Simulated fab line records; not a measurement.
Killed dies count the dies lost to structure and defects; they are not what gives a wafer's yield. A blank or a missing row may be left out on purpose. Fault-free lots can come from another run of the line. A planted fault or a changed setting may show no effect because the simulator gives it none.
Which of the tools did it? + flow sky130 + 24 lots with 72 wafers sampled at 4 steps, on a route of 708 steps

WHAT THE GAUGES READ, wafer by wafer
SKY_LDD_LDN_TW_MEAS_13.
| lot  | measured     | on           | LDD_LDN_TW     |
|------|--------------|--------------|----------------|
| L074 | day 22 13:29 | filmMetro-03 | 1472 1466 1469 |
| L075 | day 23 02:21 | filmMetro-04 | 1489 1495 1492 |
| L076 | day 24 03:32 | filmMetro-01 | 1498 1499 1496 |
| L077 | day 24 04:16 | filmMetro-03 | 1465 1458 1463 |
| L078 | day 24 08:34 | filmMetro-01 | 1499 1499 1492 |
| L079 | day 24 15:46 | filmMetro-03 | 1469 1468 1464 |
| L080 | day 25 05:29 | filmMetro-04 | 1495 1494 1487 |
| L081 | day 25 10:00 | filmMetro-03 | 1482 1471 1475 |
| L082 | day 25 17:01 | filmMetro-04 | 1493 1490 1486 |
| L083 | day 26 01:40 | filmMetro-01 | 1493 1495 1500 |
| L084 | day 27 00:04 | filmMetro-03 | 1463 1471 1466 |
| L085 | day 27 02:11 | filmMetro-03 | 1467 1479 1476 |
| L086 | day 27 10:33 | filmMetro-04 | 1495 1487 1489 |
| L087 | day 27 13:28 | filmMetro-03 | 1477 1466 1470 |
| L088 | day 28 05:04 | filmMetro-01 | 1494 1494 1497 |
| L089 | day 28 10:46 | filmMetro-04 | 1486 1490 1486 |
| L090 | day 29 00:16 | filmMetro-04 | 1493 1484 1495 |
| L091 | day 29 20:20 | filmMetro-01 | 1499 1495 1488 |
| L093 | day 29 21:40 | filmMetro-03 | 1466 1470 1471 |
| L092 | day 29 21:49 | filmMetro-01 | 1496 1494 1493 |
| L094 | day 30 01:05 | filmMetro-04 | 1490 1493 1495 |
| L095 | day 30 10:04 | filmMetro-03 | 1482 1484 1482 |
| L096 | day 30 10:22 | filmMetro-01 | 1489 1478 1487 |
| L097 | day 30 20:48 | filmMetro-04 | 1496 1500 1491 |

SKY_METAL3_CD_MEAS_13: the cd target is 300 nm.
| lot  | measured     | on       | cdNm (nm)         |
|------|--------------|----------|-------------------|
| L074 | day 38 09:25 | cdSem-01 | 300.2 300.4 300.1 |
| L075 | day 38 21:35 | cdSem-02 | 300.6 301.6 301.5 |
| L076 | day 39 14:54 | cdSem-02 | 298.8 301.1 299.6 |
| L077 | day 39 18:51 | cdSem-02 | 304.3 304.1 303.3 |
| L078 | day 39 23:04 | cdSem-01 | 298.8 300.6 297.5 |
| L079 | day 40 03:30 | cdSem-02 | 298.0 297.8 298.4 |
| L080 | day 40 13:13 | cdSem-01 | 304.3 302.3 303.0 |
| L081 | day 40 18:43 | cdSem-01 | 300.7 300.3 299.4 |
| L082 | day 40 21:33 | cdSem-01 | 297.8 298.4 299.2 |
| L083 | day 41 07:07 | cdSem-01 | 301.8 301.3 301.9 |
| L084 | day 42 01:31 | cdSem-01 | 299.1 299.8 301.6 |
| L085 | day 42 03:17 | cdSem-02 | 300.3 299.2 300.0 |
| L086 | day 42 08:58 | cdSem-01 | 300.2 300.6 299.8 |
| L087 | day 42 11:55 | cdSem-01 | 297.6 298.9 299.1 |
| L088 | day 43 01:38 | cdSem-02 | 298.6 300.6 299.8 |
| L089 | day 43 06:47 | cdSem-02 | 297.6 298.9 298.1 |
| L090 | day 43 17:04 | cdSem-02 | 299.4 299.3 299.4 |
| L091 | day 44 09:22 | cdSem-01 | 299.2 300.2 300.0 |
| L093 | day 44 10:46 | cdSem-01 | 299.0 297.7 300.2 |
| L092 | day 44 10:01 | cdSem-02 | 300.4 300.0 299.5 |
| L094 | day 44 11:35 | cdSem-02 | 301.3 301.8 300.8 |
| L095 | day 44 17:08 | cdSem-02 | 300.3 298.6 301.0 |
| L096 | day 44 20:28 | cdSem-02 | 302.3 300.7 301.9 |
| L097 | day 45 07:26 | cdSem-02 | 300.8 300.1 300.7 |

EACH LOT AND THE TOOL THAT RAN IT (in order: tool; ch and the chambers of the sampled wafers; start)
| lot  | SKY_METAL2_SPUTTER_01       | SKY_VIA2_ETCH_14                  |
|------|-----------------------------|-----------------------------------|
| L074 | pvdSputter-03, day 33 18:34 | rieDiel-04 ch 1,2, day 36 02:57   |
| L075 | pvdSputter-04, day 34 07:05 | rieDiel-04 ch 1,2,3, day 36 15:08 |
| L076 | pvdSputter-03, day 35 04:04 | rieDiel-03 ch 0,1,3, day 37 10:25 |
| L077 | pvdSputter-04, day 35 08:04 | rieDiel-04 ch 0,1,2, day 37 15:12 |
| L078 | pvdSputter-03, day 35 11:13 | rieDiel-03 ch 0,1,3, day 37 17:59 |
| L079 | pvdSputter-01, day 35 16:55 | rieDiel-04 ch 1,2,3, day 38 00:02 |
| L080 | pvdSputter-01, day 36 04:25 | rieDiel-04 ch 1,2, day 38 09:41   |
| L081 | pvdSputter-01, day 36 08:18 | rieDiel-04 ch 0,1, day 38 14:26   |
| L082 | pvdSputter-01, day 36 13:50 | rieDiel-03 ch 0,2,3, day 38 18:39 |
| L083 | pvdSputter-03, day 36 23:14 | rieDiel-01 ch 1,2, day 39 03:44   |
| L084 | pvdSputter-03, day 37 19:46 | rieDiel-04 ch 2,3, day 39 23:44   |
| L085 | pvdSputter-03, day 37 21:17 | rieDiel-03 ch 2,3, day 40 00:35   |
| L086 | pvdSputter-03, day 38 03:11 | rieDiel-03 ch 0,1,3, day 40 06:48 |
| L087 | pvdSputter-01, day 38 06:28 | rieDiel-01 ch 0,1,2, day 40 09:56 |
| L088 | pvdSputter-03, day 38 21:52 | rieDiel-01 ch 0,3, day 41 00:21   |
| L089 | pvdSputter-04, day 39 02:13 | rieDiel-03 ch 0,1,2, day 41 04:35 |
| L090 | pvdSputter-03, day 39 15:05 | rieDiel-04 ch 0,2,3, day 41 17:03 |
| L091 | pvdSputter-01, day 40 08:01 | rieDiel-03 ch 0,1,3, day 42 09:39 |
| L093 | pvdSputter-04, day 40 09:49 | rieDiel-04 ch 0,1,3, day 42 11:05 |
| L092 | pvdSputter-03, day 40 09:31 | rieDiel-03 ch 2,3, day 42 10:47   |
| L094 | pvdSputter-03, day 40 10:07 | rieDiel-04 ch 1,2, day 42 12:03   |
| L095 | pvdSputter-01, day 40 18:46 | rieDiel-03 ch 1,2,3, day 42 18:15 |
| L096 | pvdSputter-03, day 40 20:37 | rieDiel-04 ch 0,2,3, day 42 22:27 |
| L097 | pvdSputter-03, day 41 05:17 | rieDiel-03 ch 0,2,3, day 43 08:23 |
- SKY_METAL2_SPUTTER_01: material TiN, target thk 20 nm, time 16.7 s.
- SKY_VIA2_ETCH_14: etches BARC in N2/H2, stops on SiO2, time 45.9 s, target depth 60 nm.

WHAT THE TOOLS THEMSELVES READ (means of the sampled wafers that have a number; where no wafer has one, the mark that the record gives instead)
SKY_METAL2_SPUTTER_01.
| lot  | tool          | throttleValvePct (%) |
|------|---------------|----------------------|
| L074 | pvdSputter-03 | 30.1                 |
| L075 | pvdSputter-04 | 31.8                 |
| L076 | pvdSputter-03 | 30.2                 |
| L077 | pvdSputter-04 | 31.3                 |
| L078 | pvdSputter-03 | 31.1                 |
| L079 | pvdSputter-01 | 29.1                 |
| L080 | pvdSputter-01 | 29.3                 |
| L081 | pvdSputter-01 | 29.9                 |
| L082 | pvdSputter-01 | 29.5                 |
| L083 | pvdSputter-03 | 29.8                 |
| L084 | pvdSputter-03 | 30.5                 |
| L085 | pvdSputter-03 | 30.4                 |
| L086 | pvdSputter-03 | 30.9                 |
| L087 | pvdSputter-01 | 29.7                 |
| L088 | pvdSputter-03 | 30.8                 |
| L089 | pvdSputter-04 | 31.4                 |
| L090 | pvdSputter-03 | 30.8                 |
| L091 | pvdSputter-01 | 30.1                 |
| L093 | pvdSputter-04 | 31.4                 |
| L092 | pvdSputter-03 | 29.7                 |
| L094 | pvdSputter-03 | 30.4                 |
| L095 | pvdSputter-01 | 29.3                 |
| L096 | pvdSputter-03 | 30.6                 |
| L097 | pvdSputter-03 | 30.0                 |

SKY_VIA2_ETCH_14.
| lot  | tool       | drypumpMotorCurrentA (A) | oesProductAu (a.u.) | throttleValvePct (%) |
|------|------------|--------------------------|---------------------|----------------------|
| L074 | rieDiel-04 | 6.1                      | 0.857               | 13.217               |
| L075 | rieDiel-04 | 6.1                      | 0.854               | 13.226               |
| L076 | rieDiel-03 | 5.1                      | 0.856               | 13.230               |
| L077 | rieDiel-04 | 5.9                      | 0.855               | 13.218               |
| L078 | rieDiel-03 | 5.2                      | 0.855               | 13.220               |
| L079 | rieDiel-04 | 6.1                      | 0.858               | 13.228               |
| L080 | rieDiel-04 | 6.0                      | 0.850               | 13.231               |
| L081 | rieDiel-04 | 6.2                      | 0.852               | 13.223               |
| L082 | rieDiel-03 | 5.6                      | 0.855               | 13.221               |
| L083 | rieDiel-01 | 5.4                      | 0.854               | 13.227               |
| L084 | rieDiel-04 | 5.8                      | 0.854               | 13.231               |
| L085 | rieDiel-03 | 5.8                      | 0.857               | 13.221               |
| L086 | rieDiel-03 | 5.1                      | 0.857               | 13.229               |
| L087 | rieDiel-01 | 5.3                      | 0.852               | 13.228               |
| L088 | rieDiel-01 | 5.0                      | 0.854               | 13.224               |
| L089 | rieDiel-03 | 5.3                      | 0.854               | 13.218               |
| L090 | rieDiel-04 | 5.5                      | 0.859               | 13.229               |
| L091 | rieDiel-03 | 5.2                      | 0.854               | 13.225               |
| L093 | rieDiel-04 | 5.9                      | 0.857               | 13.212               |
| L092 | rieDiel-03 | 5.8                      | 0.851               | 13.216               |
| L094 | rieDiel-04 | 6.4                      | 0.859               | 13.229               |
| L095 | rieDiel-03 | 5.5                      | 0.854               | 13.230               |
| L096 | rieDiel-04 | 5.5                      | 0.857               | 13.228               |
| L097 | rieDiel-03 | 5.6                      | 0.856               | 13.223               |

THE ANSWER, worked out from the rows above alone
Rule: usual is defined by the lots themselves. The widest of any qualifying gaps counts: lots, ordered by their means at a reading, are off when they make up no more than a third of the lots, leave a main group of 4 or more, and stand apart from it by 3 or more times the standard deviation of that group's means. A main group is skipped when, at the precision printed for the reading in the tables above, its means are all equal. Also off: a lot with no number at a reading for which 4 or more lots have one. Any other lot the step has rows for is counted as sound. The gauges are gone through in route order, then the tools' own readings, and for those a lot's mean is taken as printed above. At the first step where some lot is off, the reading lying furthest off is the one used; lots without a number count as furthest.
No lot is off at any reading shown: from this, nothing can be told.

WHAT HAD BEEN PUT IN BY THE SIMULATOR
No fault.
